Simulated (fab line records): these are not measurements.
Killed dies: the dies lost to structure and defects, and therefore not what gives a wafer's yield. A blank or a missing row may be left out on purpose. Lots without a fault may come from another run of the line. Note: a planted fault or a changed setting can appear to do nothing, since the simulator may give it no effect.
fab line records	flow gf180mcu
record: lots: 14	wafers: 42	lastDay: 34
route steps=602 shown V5@554 TOP_METAL@568 PASSIVATION@589
lots that met no fault: from a run of the same line without faults
startH: hours from the record's first day to the start of the lot's first wafer shown	waitH: hours from the lot's prior step to this one	" same as the row above	L1.1+2: a single row standing in for several wafers	- no value, or no start was given	* or withheld: withheld	< > ~ a bound
route shown NAME@n: a module of which the file shows steps, and the number in the route of the first	usual: mean/standard deviation taken from wafers without a fault	same: alike in all rows	chamber/n: place in a boat	sites: readings site by site	_std_site: the standard deviation of these	_edge_site: the outer-site mean with the inner-site mean subtracted	radiusMm: how far each site lies from the wafer's centre	mask NAME#n: copy n	behind: the last tool/chamber to shape the wafer	hold: why the lot was held/for how many hours/how that ended	device: names the non-switching transistor (n, p or np)	end of line: the same wafers' tests at the end of the route	step lacking rows: just its recipe	killed: not the wafer's yield, but the dies lost to structure and defects at the first sort	map: the dies of a wafer, with x for killed, . for not killed, _ for no die there
set.NAME: the setting that was run; set.NAME@STEP: the one run at that earlier step	model.NAME: the simulator's own value behind a step, which no gauge read
steps of the route over a sample of lots; a table a step, a row a wafer
services: a tool's chamber out of use, with start hour (startH, from the record's first day; less than 0 if before it), hours out, and reason
== steps ==
step: GF_V5_CD_MEAS_14
recipe: targetCdNm: 260
usual: cdNm: 260.1/1.1
lot.wafer	tool	chamber	startH	waitH	cdNm
L794.2	cdSem-01	-	627.14	0.1	258.6
L794.5	"	-	"	"	257.5
L794.6	"	-	"	"	259.3
L795.3	cdSem-02	-	637.32	0.1	259.6
L795.4	"	-	"	"	260.9
L795.5	"	-	"	"	260.0
L797.1	cdSem-01	-	653.13	0.1	259.4
L797.2	"	-	"	"	259.9
L797.6	"	-	"	"	260.8
L798.1	cdSem-01	-	668.42	0.1	260.5
L798.3	"	-	"	"	260.2
L798.5	"	-	"	"	258.3
L799.1	cdSem-02	-	680.36	0.2	260.6
L799.2	"	-	"	"	260.5
L799.5	"	-	"	"	262.0
L801.2	cdSem-02	-	685.05	0.1	260.5
L801.4	"	-	"	"	260.5
L801.6	"	-	"	"	260.0
L802.3	cdSem-01	-	699.57	0.1	259.5
L802.4	"	-	"	"	260.0
L802.5	"	-	"	"	260.3
L803.3	cdSem-02	-	704.91	0.1	262.3
L803.4	"	-	"	"	261.9
L803.5	"	-	"	"	260.9
L805.1	cdSem-01	-	713.27	0.1	261.0
L805.2	"	-	"	"	261.4
L805.5	"	-	"	"	258.3
L811.2	cdSem-01	-	750.94	0.1	258.9
L811.3	"	-	"	"	259.0
L811.4	"	-	"	"	259.4
L812.3	cdSem-01	-	754.52	0.1	260.6
L812.4	"	-	"	"	261.1
L812.6	"	-	"	"	262.3
L813.1	cdSem-01	-	761.52	0.1	260.8
L813.3	"	-	"	"	260.3
L813.4	"	-	"	"	260.4
L814.1	cdSem-02	-	765.92	0.1	258.2
L814.2	"	-	"	"	259.7
L814.3	"	-	"	"	259.2
L816.2	cdSem-02	-	777.44	0.1	258.6
L816.3	"	-	"	"	258.7
L816.6	"	-	"	"	257.9
step: GF_TOP_METAL_SPUTTER_01
recipe: material: TiN	targetThkNm: 30	powerW: 6500	timeS: 25.67	chamberPressurePa: 0.4
usual: chamberPressurePa: 0.3999/0.00078	throttleValvePct: 29.3/1.1
lot.wafer	tool	chamber	startH	waitH	chamberPressurePa	throttleValvePct
L794.2	pvdSputter-02	-	628.75	0.1	0.3998	28.0
L794.5	"	-	"	"	0.3991	30.1
L794.6	"	-	"	"	0.4004	27.9
L795.3	pvdSputter-04	-	638.92	0.1	0.3997	31.1
L795.4	"	-	"	"	0.3988	30.7
L795.5	"	-	"	"	0.3989	29.0
L797.1	pvdSputter-04	-	654.77	0.1	0.3994	28.7
L797.2	"	-	"	"	0.4010	31.0
L797.6	"	-	"	"	0.4006	30.9
L798.1	pvdSputter-04	-	670.08	0.1	0.3992	31.0
L798.3	"	-	"	"	0.4002	30.9
L798.5	"	-	"	"	0.4001	29.2
L799.1	pvdSputter-02	-	682.00	0.1	0.3975	28.1
L799.2	"	-	"	"	0.3999	28.7
L799.5	"	-	"	"	0.3995	30.0
L801.2	pvdSputter-02	-	686.78	0.1	0.3994	28.1
L801.4	"	-	"	"	0.4011	28.5
L801.6	"	-	"	"	0.3999	30.3
L802.3	pvdSputter-04	-	701.28	0.1	0.4009	29.0
L802.4	"	-	"	"	0.3991	30.9
L802.5	"	-	"	"	0.3994	31.0
L803.3	pvdSputter-04	-	706.63	0.1	0.4006	30.9
L803.4	"	-	"	"	0.4008	30.9
L803.5	"	-	"	"	0.3997	31.3
L805.1	pvdSputter-04	-	715.06	0.1	0.4008	28.9
L805.2	"	-	"	"	0.3995	30.9
L805.5	"	-	"	"	0.4012	29.3
L811.2	pvdSputter-02	-	752.64	0.1	0.4010	27.8
L811.3	"	-	"	"	0.3986	29.9
L811.4	"	-	"	"	0.3999	28.5
L812.3	pvdSputter-01	-	756.37	0.1	0.4005	29.0
L812.4	"	-	"	"	0.3990	30.0
L812.6	"	-	"	"	0.3997	29.9
L813.1	pvdSputter-01	-	763.28	0.1	0.4006	27.1
L813.3	"	-	"	"	0.3997	29.6
L813.4	"	-	"	"	0.4005	28.7
L814.1	pvdSputter-01	-	767.56	0.1	0.4004	28.8
L814.2	"	-	"	"	0.4001	27.2
L814.3	"	-	"	"	0.3978	29.9
L816.2	pvdSputter-02	-	779.06	0.1	0.3999	28.4
L816.3	"	-	"	"	0.4002	28.9
L816.6	"	-	"	"	0.4002	27.9
step: GF_PASSIVATION_CVD_02
recipe: material: Si3N4	targetThkNm: 700	timeS: 486.18	tempC: 400	rfW: 450
usual: heaterPowerW: 707/110
lot.wafer	tool	chamber	startH	waitH	heaterPowerW
L794.2	pecvd-01	0	649.54	0.0	599
L794.5	"	1	"	"	500
L794.6	"	0	"	"	648
L795.3	pecvd-03	1	659.27	0.0	647
L795.4	"	1	"	"	715
L795.5	"	0	"	"	691
L797.1	pecvd-03	1	675.20	0.1	777
L797.2	"	0	"	"	739
L797.6	"	1	"	"	782
L798.1	pecvd-03	2	689.81	0.1	724
L798.3	"	1	"	"	667
L798.5	"	2	"	"	759
L799.1	pecvd-03	0	702.25	0.1	722
L799.2	"	1	"	"	750
L799.5	"	0	"	"	589
L801.2	pecvd-03	1	706.67	0.0	779
L801.4	"	1	"	"	783
L801.6	"	0	"	"	715
L802.3	pecvd-04	2	720.89	0.0	943
L802.4	"	1	"	"	585
L802.5	"	0	"	"	691
L803.3	pecvd-01	2	725.21	0.0	709
L803.4	"	0	"	"	705
L803.5	"	2	"	"	737
L805.1	pecvd-03	1	733.72	0.1	746
L805.2	"	0	"	"	691
L805.5	"	1	"	"	757
L811.2	pecvd-03	0	769.45	0.0	723
L811.3	"	1	"	"	733
L811.4	"	2	"	"	649
L812.3	pecvd-03	1	773.43	0.0	728
L812.4	"	0	"	"	685
L812.6	"	2	"	"	814
L813.1	pecvd-01	1	780.43	0.1	548
L813.3	"	0	"	"	638
L813.4	"	2	"	"	765
L814.1	pecvd-04	1	784.29	0.1	648
L814.2	"	0	"	"	678
L814.3	"	2	"	"	968
L816.2	pecvd-01	0	795.42	0.0	697
L816.3	"	1	"	"	509
L816.6	"	2	"	"	704
step: GF_PASSIVATION_THK_MEAS_03
recipe: reads: Si3N4_of_PASSIVATION_CVD_02
usual: PASSIVATION_CVD_02_THK: 701/8.1
lot.wafer	tool	chamber	startH	waitH	PASSIVATION_CVD_02_THK[nm]
L794.2	filmMetro-01	-	649.84	0.2	689
L794.5	"	-	"	"	708
L794.6	"	-	"	"	714
L795.3	filmMetro-02	-	659.58	0.2	702
L795.4	"	-	"	"	704
L795.5	"	-	"	"	708
L797.1	filmMetro-01	-	675.48	0.1	706
L797.2	"	-	"	"	698
L797.6	"	-	"	"	713
L798.1	filmMetro-04	-	690.09	0.1	698
L798.3	"	-	"	"	690
L798.5	"	-	"	"	705
L799.1	filmMetro-04	-	702.54	0.1	706
L799.2	"	-	"	"	706
L799.5	"	-	"	"	711
L801.2	filmMetro-01	-	706.96	0.2	697
L801.4	"	-	"	"	708
L801.6	"	-	"	"	708
L802.3	filmMetro-04	-	721.19	0.2	694
L802.4	"	-	"	"	697
L802.5	"	-	"	"	701
L803.3	filmMetro-02	-	725.51	0.2	694
L803.4	"	-	"	"	709
L803.5	"	-	"	"	715
L805.1	filmMetro-04	-	734.02	0.2	703
L805.2	"	-	"	"	696
L805.5	"	-	"	"	710
L811.2	filmMetro-01	-	769.75	0.2	692
L811.3	"	-	"	"	940
L811.4	"	-	"	"	708
L812.3	filmMetro-01	-	773.74	0.2	927
L812.4	"	-	"	"	700
L812.6	"	-	"	"	705
L813.1	filmMetro-01	-	780.71	0.1	690
L813.3	"	-	"	"	689
L813.4	"	-	"	"	706
L814.1	filmMetro-01	-	784.58	0.1	685
L814.2	"	-	"	"	684
L814.3	"	-	"	"	684
L816.2	filmMetro-02	-	795.72	0.2	693
L816.3	"	-	"	"	693
L816.6	"	-	"	"	703
step: GF_PASSIVATION_ETCH_11
recipe: chemistry: CF4/O2	targetDepthNm: 2040	stopOn: TiN	sourceW: 800	biasW: 150	pressureMtorr: 150	cf4FlowSccm: 80	O2_flow_sccm: 10	timeS: 453.3
usual: chamberPressureMTorr: 150.02/0.15	drypumpMotorCurrentA: 5.6/0.34	oesProductAu: 0.989/0.0057	throttleValvePct: 5.969/0.0096
lot.wafer	tool	chamber	startH	waitH	chamberPressureMTorr	drypumpMotorCurrentA	oesProductAu	rfHoursCounterH	throttleValvePct
L794.2	rieDiel-03	3	669.44	-	149.85	5.7	0.991	43	5.976
L794.5	"	3	"	"	149.87	5.7	0.986	-	5.981
L794.6	"	2	"	"	150.03	5.5	0.973	-	5.960
L795.3	rieDiel-02	2	679.03	-	149.91	5.0	0.989	12	5.970
L795.4	"	1	"	"	150.17	6.1	0.982	42	5.962
L795.5	"	0	"	"	149.95	5.1	0.995	-	5.966
L797.1	rieDiel-01	1	694.42	-	149.70	5.9	0.993	7	5.956
L797.2	"	0	"	"	150.21	5.1	0.989	0	5.982
L797.6	"	1	"	"	150.05	6.0	0.985	-	5.970
L798.1	rieDiel-03	3	708.23	-	149.88	5.7	0.984	45	5.960
L798.3	"	1	"	"	150.09	5.6	0.989	28	5.970
L798.5	"	1	"	"	150.17	5.6	0.986	-	5.986
L799.1	rieDiel-03	3	720.09	-	150.34	5.7	0.981	46	5.951
L799.2	"	2	"	"	150.15	5.4	0.981	21	5.958
L799.5	"	2	"	"	149.88	5.5	0.991	-	5.990
L801.2	rieDiel-01	2	724.82	-	150.09	5.8	0.996	12	5.971
L801.4	"	3	"	"	149.79	5.9	0.986	5	5.973
L801.6	"	3	"	"	150.27	5.9	0.980	-	5.967
L802.3	rieDiel-01	3	738.89	-	150.09	6.0	0.986	6	5.956
L802.4	"	2	"	"	150.09	5.8	0.993	12	5.977
L802.5	"	1	"	"	150.05	5.9	0.995	-	5.964
L803.3	rieDiel-03	3	742.74	-	149.84	5.7	0.996	47	5.977
L803.4	"	0	"	"	149.80	5.3	0.983	30	5.959
L803.5	"	1	"	"	150.11	5.7	0.996	-	5.965
L805.1	rieDiel-03	3	751.08	-	150.16	5.7	0.991	47	5.977
L805.2	"	1	"	"	150.27	5.7	0.986	30	5.983
L805.5	"	1	"	"	150.17	5.7	0.993	-	5.978
L811.2	rieDiel-03	2	785.08	-	150.27	5.5	0.988	22	5.975
L811.3	"	0	"	"	150.10	5.3	0.967	32	5.954
L811.4	"	0	"	"	149.98	5.4	0.986	-	5.971
L812.3	rieDiel-02	1	788.89	-	150.25	6.1	0.955	47	5.958
L812.4	"	1	"	"	149.96	6.0	0.993	-	5.971
L812.6	"	3	"	"	149.92	4.9	0.989	-	5.980
L813.1	rieDiel-01	1	795.29	-	150.15	5.9	0.992	12	5.957
L813.3	"	2	"	"	149.84	5.8	0.987	15	5.968
L813.4	"	0	"	"	149.95	5.1	0.996	4	5.974
L814.1	rieDiel-02	0	799.73	-	150.13	5.1	0.989	23	5.959
L814.2	"	1	"	"	149.71	6.1	0.983	48	5.984
L814.3	"	2	"	"	150.13	5.1	0.991	17	5.970
L816.2	rieDiel-01	2	809.88	-	149.95	5.8	0.990	16	5.961
L816.3	"	1	"	"	149.94	5.9	0.986	13	5.986
L816.6	"	3	"	"	150.07	5.9	0.987	-	5.975
step: GF_PASSIVATION_BOW_MEAS_14
recipe: mode: bow
usual: PASSIVATION_BOW: 138/10
lot.wafer	tool	chamber	startH	waitH	PASSIVATION_BOW[um]
L794.2	filmMetro-04	-	671.33	0.0	135
L794.5	"	-	"	"	123
L794.6	"	-	"	"	124
L795.3	filmMetro-02	-	681.77	0.0	155
L795.4	"	-	"	"	149
L795.5	"	-	"	"	151
L797.1	filmMetro-04	-	696.29	0.0	146
L797.2	"	-	"	"	146
L797.6	"	-	"	"	151
L798.1	filmMetro-02	-	710.10	0.0	148
L798.3	"	-	"	"	135
L798.5	"	-	"	"	135
L799.1	filmMetro-01	-	721.95	0.0	156
L799.2	"	-	"	"	140
L799.5	"	-	"	"	144
L801.2	filmMetro-02	-	726.71	0.0	130
L801.4	"	-	"	"	147
L801.6	"	-	"	"	137
L802.3	filmMetro-02	-	741.51	0.0	145
L802.4	"	-	"	"	146
L802.5	"	-	"	"	146
L803.3	filmMetro-04	-	744.64	0.0	144
L803.4	"	-	"	"	138
L803.5	"	-	"	"	131
L805.1	filmMetro-01	-	752.95	0.0	137
L805.2	"	-	"	"	143
L805.5	"	-	"	"	145
L811.2	filmMetro-01	-	786.97	0.0	115
L811.3	"	-	"	"	132
L811.4	"	-	"	"	131
L812.3	filmMetro-02	-	790.79	0.0	172
L812.4	"	-	"	"	149
L812.6	"	-	"	"	163
L813.1	filmMetro-04	-	797.15	0.0	131
L813.3	"	-	"	"	150
L813.4	"	-	"	"	142
L814.1	filmMetro-01	-	801.60	0.0	133
L814.2	"	-	"	"	133
L814.3	"	-	"	"	138
L816.2	filmMetro-04	-	811.77	0.0	148
L816.3	"	-	"	"	146
L816.6	"	-	"	"	141
== services ==
tool	chamber	startH	hours	kind
rieDiel-01	0	614.94	1.9	repair
rieDiel-02	2	620.72	4.5	repair
pecvd-01	-	625.16	2.0	repair
pecvd-04	0	625.49	6.0	repair
pvdSputter-04	-	628.67	1.0	repair
rieDiel-02	3	633.03	8.1	repair
rieDiel-03	3	638.16	3.8	repair
pvdSputter-02	-	644.69	8.0	repair
pecvd-01	-	685.04	6.0	pm
rieDiel-02	-	686.35	2.8	pm
pecvd-01	2	692.13	19.1	repair
pvdSputter-04	-	697.31	3.4	repair
rieDiel-03	0	698.41	13.9	repair
rieDiel-01	1	741.04	3.7	repair
rieDiel-03	2	745.08	35.7	repair
pecvd-04	-	746.71	1.3	repair
pvdSputter-01	-	747.50	4.2	repair
rieDiel-03	-	756.69	4.3	pm
rieDiel-03	0	775.12	6.3	repair
rieDiel-02	2	779.69	10.8	repair
pecvd-01	-	783.30	1.4	repair
pecvd-04	-	789.18	0.6	repair
pecvd-01	-	799.38	14.0	pm
pvdSputter-02	-	801.53	1.7	repair
== key ==
firstSign: step: GF_PASSIVATION_THK_MEAS_03	reading: PASSIVATION_CVD_02_THK	direction: up	sigmas: 29	usual: 701	struck: 933
effect: step: GF_PASSIVATION_ETCH_11	reading: oesProductAu	direction: down	sigmas: 4.9	usual: 0.989	struck: 0.961
metAt GF_PASSIVATION_CVD_02
struckLots L811,L812
struckWafers L811.3,L812.3
laterRowsLeftOut L812.3
sortLeftOut L811.3,L812.3
notActingAt GF_V5_CD_MEAS_14,GF_TOP_METAL_SPUTTER_01,GF_PASSIVATION_BOW_MEAS_14
onsetBetween 733.72 769.45
fault: kind: processParameterDrift	tool: pecvd-03	chamber: 1	onsetH: 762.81	steps: GF_PASSIVATION_CVD_02	channel: targetThkNm	offset: 243.44	shape: step	endH: 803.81	actsIn: theseRecipesOnly	stated: 700
sortLeftOut: the simulated sort isn't trusted on such a fault, so these wafers' sort isn't shown, and their yield isn't known
laterRowsLeftOut: the simulator's readings of these wafers behind a module that went badly wrong aren't trusted and aren't shown, but for the sort
